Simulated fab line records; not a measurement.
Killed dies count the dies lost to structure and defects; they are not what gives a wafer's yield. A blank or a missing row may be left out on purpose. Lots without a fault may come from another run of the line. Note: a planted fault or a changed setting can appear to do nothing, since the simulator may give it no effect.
Which tool is to blame? + flow gf180mcu + 39 wafers from 13 lots sampled at 5 of the route's 602 steps

WHAT EACH GAUGE READ, for each wafer
GF_PSD_OVL_MEAS_08.
| lot  | measured     | on         | PSD_OVL (nm)   |
|------|--------------|------------|----------------|
| L840 | day 15 00:09 | overlay-02 | -1.6 -0.3 -1.1 |
| L841 | day 15 05:57 | overlay-02 | -1.2 -1.2 -1.2 |
| L842 | day 15 14:56 | overlay-02 | -2.0 -2.4 -2.2 |
| L843 | day 15 22:29 | overlay-01 | -1.1 -1.6 -2.2 |
| L845 | day 16 17:56 | overlay-02 | -1.5 0.3 -3.3  |
| L846 | day 17 00:00 | overlay-02 | -2.5 -3.0 -3.1 |
| L847 | day 17 05:56 | overlay-01 | -4.7 -4.6 -4.0 |
| L848 | day 17 19:15 | overlay-01 | -0.3 0.2 -0.9  |
| L852 | day 19 04:50 | overlay-01 | 1.8 0.5 -0.5   |
| L853 | day 19 12:22 | overlay-02 | -1.2 -2.2 -0.6 |
| L854 | day 19 20:49 | overlay-01 | -0.6 1.0 -0.7  |
| L855 | day 20 06:48 | overlay-02 | 0.1 1.0 -1.1   |
| L856 | day 20 15:05 | overlay-02 | -2.9 -3.1 -1.3 |

GF_CONTACT_THK_MEAS_01.
| lot  | measured     | on            | CONTACT_CVD_00_THK (nm) |
|------|--------------|---------------|-------------------------|
| L840 | day 15 23:46 | film_metro-03 | 301 301 296             |
| L841 | day 16 05:49 | film_metro-04 | 301 299 301             |
| L842 | day 16 15:13 | film_metro-02 | 299 298 300             |
| L843 | day 16 23:14 | film_metro-03 | 307 305 304             |
| L845 | day 17 19:54 | film_metro-04 | 298 297 300             |
| L846 | day 18 01:18 | film_metro-04 | 301 298 295             |
| L847 | day 18 07:21 | film_metro-03 | 303 302 302             |
| L848 | day 18 21:17 | film_metro-04 | 295 301 299             |
| L852 | day 20 06:35 | film_metro-02 | 298 300 306             |
| L853 | day 20 14:47 | film_metro-04 | 303 308 302             |
| L854 | day 20 23:35 | film_metro-04 | 452 453 454             |
| L855 | day 21 09:16 | film_metro-03 | 457 453 452             |
| L856 | day 21 16:46 | film_metro-04 | 301 304 305             |

GF_CONTACT_CD_MEAS_14: the cd target is 220 nm.
| lot  | measured     | on        | cd_nm (nm)        |
|------|--------------|-----------|-------------------|
| L840 | day 16 23:15 | cd_sem-01 | 220.6 219.7 220.6 |
| L841 | day 17 05:50 | cd_sem-02 | 220.6 220.8 224.0 |
| L842 | day 17 15:41 | cd_sem-02 | 221.7 222.1 221.6 |
| L843 | day 17 23:51 | cd_sem-02 | 218.3 218.9 218.1 |
| L845 | day 18 21:17 | cd_sem-02 | 218.4 217.9 217.5 |
| L846 | day 19 02:23 | cd_sem-01 | 219.8 220.1 220.4 |
| L847 | day 19 09:40 | cd_sem-02 | 219.2 218.6 221.3 |
| L848 | day 19 22:23 | cd_sem-02 | 223.5 222.0 225.4 |
| L852 | day 21 08:32 | cd_sem-02 | 223.0 221.3 222.8 |
| L853 | day 21 16:02 | cd_sem-02 | 219.3 219.5 218.6 |
| L854 | day 22 00:13 | cd_sem-01 | 219.4 218.8 218.4 |
| L855 | day 22 10:10 | cd_sem-01 | 216.4 216.8 217.6 |
| L856 | day 22 16:44 | cd_sem-01 | 218.8 218.2 219.2 |

TOOL THAT RAN EACH LOT (tool first, then ch and the chambers of the sampled wafers, then the start)
| lot  | GF_SALICIDE_SPUTTER_03       | GF_CONTACT_CVD_00                |
|------|------------------------------|----------------------------------|
| L840 | pvd_sputter-01, day 15 23:13 | hdpcvd-01 ch 0,1, day 15 23:43   |
| L841 | pvd_sputter-01, day 16 05:16 | hdpcvd-01 ch 0,2, day 16 05:46   |
| L842 | pvd_sputter-02, day 16 14:41 | hdpcvd-01 ch 0,1,2, day 16 15:11 |
| L843 | pvd_sputter-04, day 16 22:41 | hdpcvd-01 ch 0,2, day 16 23:11   |
| L845 | pvd_sputter-02, day 17 19:20 | hdpcvd-02 ch 0,1,2, day 17 19:50 |
| L846 | pvd_sputter-01, day 18 00:45 | hdpcvd-02 ch 1,2, day 18 01:15   |
| L847 | pvd_sputter-02, day 18 06:47 | hdpcvd-02 ch 0,2, day 18 07:17   |
| L848 | pvd_sputter-04, day 18 20:45 | hdpcvd-01 ch 0,2, day 18 21:14   |
| L852 | pvd_sputter-02, day 20 06:01 | hdpcvd-02 ch 0,1,2, day 20 06:31 |
| L853 | pvd_sputter-01, day 20 14:14 | hdpcvd-02 ch 0,2, day 20 14:44   |
| L854 | pvd_sputter-04, day 20 23:02 | hdpcvd-02 ch 0,2, day 20 23:31   |
| L855 | pvd_sputter-04, day 21 08:43 | hdpcvd-02 ch 0,2, day 21 09:13   |
| L856 | pvd_sputter-01, day 21 16:11 | hdpcvd-01 ch 0,1,2, day 21 16:41 |
- GF_SALICIDE_SPUTTER_03: material TiN, target thk 20 nm, time 16.7 s.
- GF_CONTACT_CVD_00: deposits SiO2, target thk 300 nm, time 50 s.

WHAT THE TOOLS THEMSELVES READ (means of the sampled wafers that have a number; where no wafer has one, the mark that the record gives instead)
GF_SALICIDE_SPUTTER_03.
| lot  | tool           | throttle_valve_pct (%) |
|------|----------------|------------------------|
| L840 | pvd_sputter-01 | 29.7                   |
| L841 | pvd_sputter-01 | 29.3                   |
| L842 | pvd_sputter-02 | 29.7                   |
| L843 | pvd_sputter-04 | 29.5                   |
| L845 | pvd_sputter-02 | 29.5                   |
| L846 | pvd_sputter-01 | 30.3                   |
| L847 | pvd_sputter-02 | 29.4                   |
| L848 | pvd_sputter-04 | 29.3                   |
| L852 | pvd_sputter-02 | 29.6                   |
| L853 | pvd_sputter-01 | 29.9                   |
| L854 | pvd_sputter-04 | 30.0                   |
| L855 | pvd_sputter-04 | 30.0                   |
| L856 | pvd_sputter-01 | 29.8                   |

GF_CONTACT_CVD_00.
| lot  | tool      | sih4_flow_sccm (sccm) | susceptor_temp_C (C) |
|------|-----------|-----------------------|----------------------|
| L840 | hdpcvd-01 | 59.92                 | 399.86               |
| L841 | hdpcvd-01 | 60.12                 | 399.73               |
| L842 | hdpcvd-01 | 59.97                 | 400.09               |
| L843 | hdpcvd-01 | 59.92                 | 400.20               |
| L845 | hdpcvd-02 | 59.98                 | 400.09               |
| L846 | hdpcvd-02 | 60.03                 | 400.03               |
| L847 | hdpcvd-02 | 59.92                 | 400.05               |
| L848 | hdpcvd-01 | 59.92                 | 399.95               |
| L852 | hdpcvd-02 | 59.81                 | 400.03               |
| L853 | hdpcvd-02 | 59.84                 | 399.98               |
| L854 | hdpcvd-02 | 90.08                 | 400.18               |
| L855 | hdpcvd-02 | 90.34                 | 400.20               |
| L856 | hdpcvd-01 | 60.08                 | 399.91               |

THE ANSWER, worked out from the rows above alone
Rule: what is usual is taken from the lots themselves. The widest of any qualifying gaps counts: lots, ordered by their means at a reading, are off when they make up no more than a third of the lots, leave a main group of 4 or more, and stand apart from it by 3 or more times the standard deviation of that group's means. Not used: any main group whose means are identical at the precision the tables above print for the reading. A lot without any number at a reading at which 4 lots or more have one is off too. All remaining lots with rows at the step are treated as sound. Order of review: gauges by route order, followed by the tools' own readings, for which a lot's mean as printed above is used. At the first step where some lot is off, the reading lying furthest off is the one used; lots without a number count as furthest.
Off: at GF_CONTACT_THK_MEAS_01 (CONTACT_CVD_00_THK), L854, L855. Mean 301 nm and standard deviation 2.5 in the main group.
If a tool, at a process step before that reading, ran all the lots that are off and no sound lot after the first of them, it fits. Not tried: the gauges at GF_CONTACT_THK_MEAS_01; whatever is off there is also off at GF_CONTACT_CVD_00, on other tools, and gauge error can't account for it. Undecided on this evidence; 2 tools fit (pvd_sputter-04 at GF_SALICIDE_SPUTTER_03, hdpcvd-02 at GF_CONTACT_CVD_00).

WHAT THE SIMULATOR HAD PUT IN
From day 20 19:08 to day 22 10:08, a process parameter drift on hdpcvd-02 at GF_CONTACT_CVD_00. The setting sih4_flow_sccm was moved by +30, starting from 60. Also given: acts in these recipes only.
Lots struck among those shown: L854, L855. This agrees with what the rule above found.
